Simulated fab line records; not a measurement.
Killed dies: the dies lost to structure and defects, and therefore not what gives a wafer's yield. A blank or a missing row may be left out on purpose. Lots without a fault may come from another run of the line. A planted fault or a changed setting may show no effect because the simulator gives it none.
Code-filled problem report in 8D (eight disciplines) form / flow gf180mcu / the parts of the form that need people (team, actions taken, sign-off) are left out

1. PROBLEM STATEMENT
MIM_ALCU_RS at GF_MIM_RS_MEAS_10 reads a mean of 0.1394 ohm/sq on 1 wafer of 1 lot; wafers without a fault read 0.1596 ohm/sq with a standard deviation of 0.0016. That puts it -13 standard deviations away from the usual mean.
The step: measures by four-point-probe.
Seen first at day 29 15:36 on film-metro-02, wafer L897.1. Wafers with a number at this step in the record: 30, from 10 lots. Rule for "out" (also "out of limits"): further than 4 standard deviations from the usual mean. The rest of the wafers with a number are treated as sound.

2. WHAT IT IS AND WHAT IT IS NOT
question=which readings at this step | is=MIM_ALCU_RS | is not=-
question=which lots | is=L897 | is not=L881, L884, L886, L887, L888, L890, L896, L900, L904
question=which wafers of those lots | is=L897.1 | is not=L897.3, L897.4
question=read on which gauges | is=film-metro-02 | is not=film-metro-01, film-metro-04
question=when | is=from day 29 15:36 | is not=up to then (23 sound wafers); but 6 sound wafers of L900, L904 came after

3. THE SUSPECTS, EACH WITH WHAT RULES IT OUT
Counting: any tool at a process step up to the reading remains a suspect provided it ran every lot that is out. Sound lots after the first of them don't rule it out here, since some wafers of a struck lot are sound.
- the gauge at GF_MIM_RS_MEAS_10 has been ruled out. All the wafers that are out were read on film-metro-02, but those of them that GF_MIM_METAL_ETCH_19 has rows for are out there too, on other tools.
- rie-metal-01 at GF_M4_METAL_ETCH_16 (etches the open film in Cl2/BCl3, stops on SiO2, target depth 627.5 nm, time 104.6 s): kept. L897, the lot that is out, went through it at day 28 17:59; up to then, the latest sound lot through it was L887 at day 26 18:40.
- pvd-sputter-03 at GF_V4_SPUTTER_21 (material Ti, target thk 15 nm, time 80.02 s): kept. L897, the lot that is out, went through it at day 29 14:29; up to then, the latest sound lot through it was L896 at day 29 11:06.
- pvd-sputter-01 at GF_MIM_SPUTTER_08 (material AlCu, target thk 200 nm, time 10.6 s): kept. L897, the lot that is out, went through it at day 29 15:32; up to then, the latest sound lot through it was L890 at day 28 01:33.
After the count, these remain: rie-metal-01 at GF_M4_METAL_ETCH_16, pvd-sputter-03 at GF_V4_SPUTTER_21 and pvd-sputter-01 at GF_MIM_SPUTTER_08.

4. THE CAUSE (what the simulator had put in)
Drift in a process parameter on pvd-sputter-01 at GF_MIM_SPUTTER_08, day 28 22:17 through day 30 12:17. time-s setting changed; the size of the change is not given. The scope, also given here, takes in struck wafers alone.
This tool is one of the 3 suspects left after counting.

5. THE CHAIN OF EFFECTS, in route order
Each row: a reading where the mean over the struck wafers with a number is more than 3 standard deviations away from the usual. Scope: only readings with a usual standard deviation given in the record; hours: median across lots of the time from each lot's start at the first step in this table that gives one to its start at this step; sigmas: change in usual standard deviations.
hours=0; step=GF_MIM_RS_MEAS_10; reading=MIM_ALCU_RS; usual=0.1596 ohm/sq; on struck wafers=0.1394; change=-0.0202; sigmas=-13
hours=0; step=GF_MIM_THK_MEAS_11; reading=MIM_ALCU_THK; usual=198.9 nm; on struck wafers=225.4; change=+26.5; sigmas=+13
hours=18; step=GF_MIM_METAL_ETCH_19; reading=oes-product-au; usual=0.943 a.u.; on struck wafers=0.993; change=+0.050; sigmas=+8.2
hours=18; step=GF_MIM_METAL_ETCH_19; reading=throttle-valve-pct; usual=28.283 %; on struck wafers=28.214; change=-0.069; sigmas=-7.0
It contains these process steps:
- GF_MIM_METAL_ETCH_19: etches the open film in Cl2/BCl3, stops on Si3N4, target depth 324.5 nm, time 54.1 s.

6. HOW IT WOULD HAVE BEEN CAUGHT EARLIER
17 hours passed between the start of the fault at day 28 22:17 and the first reading out of limits at a measuring or inspecting step in this record, taken at day 29 15:36.
No tool reading at GF_MIM_SPUTTER_08 that has a usual standard deviation in the record was out on any struck wafer, so an alarm limit of 4 standard deviations on those readings would not have fired.
Lots out: 1; all had begun GF_MIM_SPUTTER_08 on pvd-sputter-01 by day 29 15:36. A hold on the tool at that time would have spared none of them.
